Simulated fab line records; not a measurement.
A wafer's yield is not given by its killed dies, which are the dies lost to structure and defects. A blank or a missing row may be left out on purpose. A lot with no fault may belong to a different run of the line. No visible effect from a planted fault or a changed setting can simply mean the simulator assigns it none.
fab line records	flow sky130
record lots=13	wafers=39	last_day=50
route steps=708 shown RES_PROTECT@215 LDD_N@244 LDD_LDN@293 POLY_CUT@318
lots with no fault: from the same line, run without faults
start_h: hours from the record's first day to the start of the lot's first wafer shown	wait_h: how many hours have passed since the lot's step before this one	" as in the row above	L1.1+2: a single row standing in for several wafers	- no value, or no start was given	* or withheld: withheld	< > ~ a bound
route shown NAME@n: a module of which the file shows steps, and the number in the route of the first	usual: mean/standard deviation taken from wafers without a fault	same: alike in all rows	chamber/n: place in a boat	sites: the reading at each site	_std_site: the values' standard deviation	_edge_site: mean of outer sites minus mean of inner sites	radius_mm: for every site, how far away it sits from the centre of the wafer	mask NAME#n: copy n	behind: the tool/chamber that last shaped the wafer	hold: why the lot was held/for how many hours/how that ended	device: whichever transistor did not switch (one of n, p or np)	end of line: the tests these same wafers got at the end of their route	for a step that has no rows: nothing shown but its recipe	killed: at the first sort, the dies lost to defects and structure; wafer yield is something else	map: the dies of a wafer, with x for killed, . for not killed, _ for no die there
set.NAME: the setting the step ran with; set.NAME@STEP: the setting that earlier step ran with	model.NAME: the simulator's own value behind a step, which no gauge read
steps of the route over a sample of lots; a table a step, a row a wafer
services: the hour from which a tool's chamber was out of use, counted from the record's first day as start_h (under 0 if before that day), plus the number of hours and why
## steps
# step SKY_RES_PROTECT_TW_MEAS_08
# usual POLY_GATE_TW=4061/40
lot.wafer	tool	chamber	start_h	wait_h	POLY_GATE_TW
L196.2	film_metro-04	-	353.23	0.1	4081
L196.3	"	-	"	"	4066
L196.6	"	-	"	"	4104
L197.1	film_metro-03	-	357.77	0.1	4009
L197.3	"	-	"	"	4002
L197.6	"	-	"	"	3998
L199.1	film_metro-02	-	368.16	0.1	4060
L199.2	"	-	"	"	4086
L199.4	"	-	"	"	4089
L198.2	film_metro-04	-	368.51	0.1	4083
L198.4	"	-	"	"	4065
L198.5	"	-	"	"	4071
L200.1	film_metro-04	-	381.12	0.1	4061
L200.2	"	-	"	"	4063
L200.4	"	-	"	"	4075
L206.4	film_metro-02	-	429.94	0.1	4053
L206.5	"	-	"	"	4041
L206.6	"	-	"	"	4066
L207.1	film_metro-03	-	443.65	0.1	4026
L207.3	"	-	"	"	4016
L207.4	"	-	"	"	4034
L209.3	film_metro-02	-	482.59	0.1	4078
L209.4	"	-	"	"	4106
L209.5	"	-	"	"	4099
L211.2	film_metro-04	-	484.43	0.1	4089
L211.3	"	-	"	"	4127
L211.4	"	-	"	"	4098
L212.4	film_metro-02	-	491.05	0.1	4102
L212.5	"	-	"	"	4101
L212.6	"	-	"	"	4122
L214.3	film_metro-03	-	497.34	0.1	4036
L214.4	"	-	"	"	4014
L214.5	"	-	"	"	4008
L215.2	film_metro-03	-	505.97	0.1	3980
L215.3	"	-	"	"	3981
L215.6	"	-	"	"	3976
L217.4	film_metro-04	-	524.53	0.1	4082
L217.5	"	-	"	"	4094
L217.6	"	-	"	"	4074
# step SKY_LDD_N_OVL_MEAS_07
# usual LDD_N_OVL=-0.3/1.2
lot.wafer	tool	chamber	start_h	wait_h	LDD_N_OVL[nm]
L196.2	overlay-01	-	411.42	0.1	-0.5
L196.3	"	-	"	"	-1.5
L196.6	"	-	"	"	-2.7
L197.1	overlay-01	-	449.04	0.1	-2.3
L197.3	"	-	"	"	-2.3
L197.6	"	-	"	"	-2.0
L198.2	overlay-01	-	449.35	0.1	-1.0
L198.4	"	-	"	"	-1.1
L198.5	"	-	"	"	-0.3
L199.1	overlay-02	-	449.64	0.1	-0.5
L199.2	"	-	"	"	-1.8
L199.4	"	-	"	"	-1.2
L200.1	overlay-02	-	449.81	0.1	-0.5
L200.2	"	-	"	"	0.7
L200.4	"	-	"	"	0.2
L206.4	overlay-01	-	494.96	0.1	0.4
L206.5	"	-	"	"	0.7
L206.6	"	-	"	"	-0.6
L207.1	overlay-01	-	509.61	0.1	-0.4
L207.3	"	-	"	"	0.5
L207.4	"	-	"	"	-1.5
L209.3	overlay-02	-	547.83	0.1	-0.2
L209.4	"	-	"	"	-0.3
L209.5	"	-	"	"	-0.7
L211.2	overlay-01	-	549.97	0.1	-0.8
L211.3	"	-	"	"	-1.0
L211.4	"	-	"	"	0.1
L212.4	overlay-01	-	555.41	0.1	1.9
L212.5	"	-	"	"	2.1
L212.6	"	-	"	"	1.6
L214.3	overlay-01	-	561.60	0.1	-1.7
L214.4	"	-	"	"	-1.9
L214.5	"	-	"	"	-2.0
L215.2	overlay-01	-	570.72	0.1	1.4
L215.3	"	-	"	"	-0.6
L215.6	"	-	"	"	-0.3
L217.4	overlay-01	-	587.78	0.1	-0.9
L217.5	"	-	"	"	-0.1
L217.6	"	-	"	"	0.5
# step SKY_LDD_LDN_EXPOSE_04
# recipe mask_id=LDNTM	na=0.6	source_shape=conventional	sigma_outer=0.6	polarization=unpolarized	target_cd_nm=700	dose_mj=140
# usual focus_offset_nm=0.0/0.55
# same na=0.6
lot.wafer	tool	chamber	start_h	wait_h	mask	focus_offset_nm
L196.2	iline_stepper-02	0	519.29	-	LDNTM#0	0.9
L196.3	"	0	"	"	LDNTM#0	0.4
L196.6	"	0	"	"	LDNTM#0	-0.6
L197.1	iline_stepper-02	0	555.96	-	LDNTM#0	-0.3
L197.3	"	0	"	"	LDNTM#0	-0.4
L197.6	"	0	"	"	LDNTM#0	0.9
L198.2	iline_stepper-02	0	558.26	-	LDNTM#0	-0.4
L198.4	"	0	"	"	LDNTM#0	0.2
L198.5	"	0	"	"	LDNTM#0	0.5
L199.1	iline_stepper-02	0	558.84	-	LDNTM#0	-0.1
L199.2	"	0	"	"	LDNTM#0	-0.3
L199.4	"	0	"	"	LDNTM#0	0.2
L200.1	iline_stepper-02	0	558.97	-	LDNTM#0	-0.1
L200.2	"	0	"	"	LDNTM#0	-0.9
L200.4	"	0	"	"	LDNTM#0	-0.8
L206.4	iline_stepper-01	0	601.55	-	LDNTM_R1#0	0.4
L206.5	"	0	"	"	LDNTM_R1#0	-0.2
L206.6	"	0	"	"	LDNTM_R1#0	-0.1
L207.1	iline_stepper-01	0	614.94	-	LDNTM#0	-1.5
L207.3	"	0	"	"	LDNTM#0	-1.0
L207.4	"	0	"	"	LDNTM#0	-1.0
L209.3	iline_stepper-02	0	651.35	-	LDNTM#0	0.4
L209.4	"	0	"	"	LDNTM#0	0.8
L209.5	"	0	"	"	LDNTM#0	-0.4
L211.2	iline_stepper-01	0	653.26	-	LDNTM#0	-0.3
L211.3	"	0	"	"	LDNTM#0	0.4
L211.4	"	0	"	"	LDNTM#0	-0.8
L212.4	iline_stepper-01	0	657.60	-	LDNTM#0	-0.8
L212.5	"	0	"	"	LDNTM#0	0.7
L212.6	"	0	"	"	LDNTM#0	0.2
L214.3	iline_stepper-01	0	664.88	-	LDNTM#0	0.2
L214.4	"	0	"	"	LDNTM#0	0.9
L214.5	"	0	"	"	LDNTM#0	0.3
L215.2	iline_stepper-01	0	672.48	-	LDNTM#0	0.2
L215.3	"	0	"	"	LDNTM#0	0.6
L215.6	"	0	"	"	LDNTM#0	0.7
L217.4	iline_stepper-01	0	689.60	-	LDNTM#0	-0.2
L217.5	"	0	"	"	LDNTM#0	0.3
L217.6	"	0	"	"	LDNTM#0	-0.4
# step SKY_POLY_CUT_ETCH_11
# recipe target=Si3N4	chemistry=CF4/CH2F2/Ar	stop_on=poly-Si	source_w=600	bias_w=150	pressure_mtorr=40	cf4_flow_sccm=40	ch2f2_flow_sccm=20	Ar_flow_sccm=150	time_s=42.5	target_depth_a=600
# usual ch2f2_flow_sccm=20.00/0.06	drypump_motor_current_A=5.9/0.5	oes_product_au=0.832/0.0068	throttle_valve_pct=14.995/0.009
lot.wafer	tool	chamber	start_h	wait_h	ch2f2_flow_sccm	drypump_motor_current_A	oes_product_au	rf_hours_counter_h	throttle_valve_pct
L196.2	rie_diel-03	0	566.70	0.0	20.01	6.4	0.822	10	14.988
L196.3	"	1	"	"	19.97	5.1	0.825	5	15.003
L196.6	"	3	"	"	20.03	6.4	0.830	-	14.990
L197.1	rie_diel-03	1	602.25	0.0	20.01	5.0	0.824	5	14.995
L197.3	"	2	"	"	20.00	6.3	0.820	11	15.015
L197.6	"	1	"	"	20.00	5.0	0.814	-	14.993
L198.2	rie_diel-01	1	604.30	0.0	19.98	5.4	0.834	8	14.993
L198.4	"	2	"	"	19.95	5.9	0.834	18	15.017
L198.5	"	1	"	"	19.95	5.4	0.827	-	14.983
L200.1	rie_diel-03	0	605.11	0.0	19.97	6.4	0.838	11	15.007
L200.2	"	1	"	"	20.03	5.0	0.840	6	15.001
L200.4	"	2	"	"	19.98	6.3	0.831	11	14.983
L199.1	rie_diel-03	3	605.64	0.0	20.06	6.4	0.830	9	14.997
L199.2	"	0	"	"	20.02	6.4	0.827	11	14.992
L199.4	"	1	"	"	20.13	5.1	0.835	6	15.003
L206.4	rie_diel-03	3	647.24	0.0	20.04	6.4	0.848	10	14.998
L206.5	"	0	"	"	20.07	6.4	0.829	-	14.988
L206.6	"	1	"	"	20.05	5.1	0.834	-	15.012
L207.1	rie_diel-01	2	659.74	0.0	19.95	5.9	0.832	20	14.974
L207.3	"	0	"	"	19.96	5.7	0.827	8	14.993
L207.4	"	1	"	"	19.99	5.4	0.825	-	14.996
L209.3	rie_diel-04	1	696.76	0.0	20.13	5.9	0.824	15	14.992
L209.4	"	3	"	"	20.05	6.5	0.826	6	14.998
L209.5	"	0	"	"	20.05	5.1	0.823	-	14.998
L211.2	rie_diel-03	2	698.44	0.0	19.95	6.2	0.821	13	15.000
L211.3	"	3	"	"	19.91	6.4	0.826	11	15.006
L211.4	"	1	"	"	19.99	5.1	0.825	7	14.982
L212.4	rie_diel-03	1	701.20	0.0	19.97	5.1	0.841	8	14.983
L212.5	"	2	"	"	20.06	6.3	0.838	-	14.987
L212.6	"	3	"	"	20.01	6.4	0.834	-	14.994
L214.3	rie_diel-04	2	708.29	0.0	19.98	5.8	0.829	26	14.999
L214.4	"	3	"	"	20.00	6.5	0.836	6	14.994
L214.5	"	2	"	"	19.92	5.8	0.832	-	14.997
L215.2	rie_diel-03	3	716.60	0.0	19.98	6.4	0.842	12	14.993
L215.3	"	1	"	"	19.88	5.0	0.840	8	14.997
L215.6	"	3	"	"	20.02	6.4	0.833	-	15.001
L217.4	rie_diel-01	1	733.08	0.0	20.01	5.4	0.826	-	14.999
L217.5	"	0	"	"	20.07	5.7	0.814	-	15.023
L217.6	"	3	"	"	19.99	6.1	0.819	-	14.990
## services
tool	chamber	start_h	hours	kind
iline_stepper-02	-	495.76	1.3	repair
rie_diel-03	3	508.07	10.1	repair
rie_diel-03	1	544.94	19.5	repair
iline_stepper-01	-	558.06	1.7	pm
rie_diel-01	-	571.13	2.8	pm
rie_diel-01	0	616.98	6.7	repair
rie_diel-01	2	620.37	14.7	repair
rie_diel-04	0	621.97	34.4	repair
rie_diel-01	1	622.28	12.4	repair
rie_diel-04	1	622.35	6.4	repair
rie_diel-04	3	630.51	4.6	repair
iline_stepper-02	-	634.31	1.7	pm
iline_stepper-01	-	636.82	9.0	repair
rie_diel-01	3	641.04	38.2	repair
rie_diel-01	1	644.74	8.7	repair
rie_diel-01	0	645.89	9.9	repair
iline_stepper-02	-	658.77	4.4	pm
rie_diel-04	-	660.87	0.5	repair
rie_diel-04	-	666.34	1.1	repair
rie_diel-04	-	708.47	1.8	repair
rie_diel-01	2	718.29	31.3	repair
iline_stepper-01	-	720.07	14.7	repair
rie_diel-04	2	724.15	22.0	repair
## key
first_sign step=SKY_LDD_LDN_EXPOSE_04	reading=mask	direction=changed
effect none on later readings
met_at SKY_LDD_LDN_EXPOSE_04
struck_lots L206
tester_left_out L206
not_acting_at SKY_RES_PROTECT_TW_MEAS_08,SKY_LDD_N_OVL_MEAS_07,SKY_POLY_CUT_ETCH_11
fault kind=wrong_mask	tool=any	chamber=-	onset_h=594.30	steps=SKY_LDD_LDN_EXPOSE_04	aux_copy=LDNTM_R1#0	cd_offset_nm=49	scope=struck_lots_only
# tester_left_out: of these lots the tester's yield and bins aren't shown, on N5 and GAA mostly nor the transistor test; their killed dies are dies lost to structure and defects alone, not to doping, threshold or leakage, so they don't give the yield
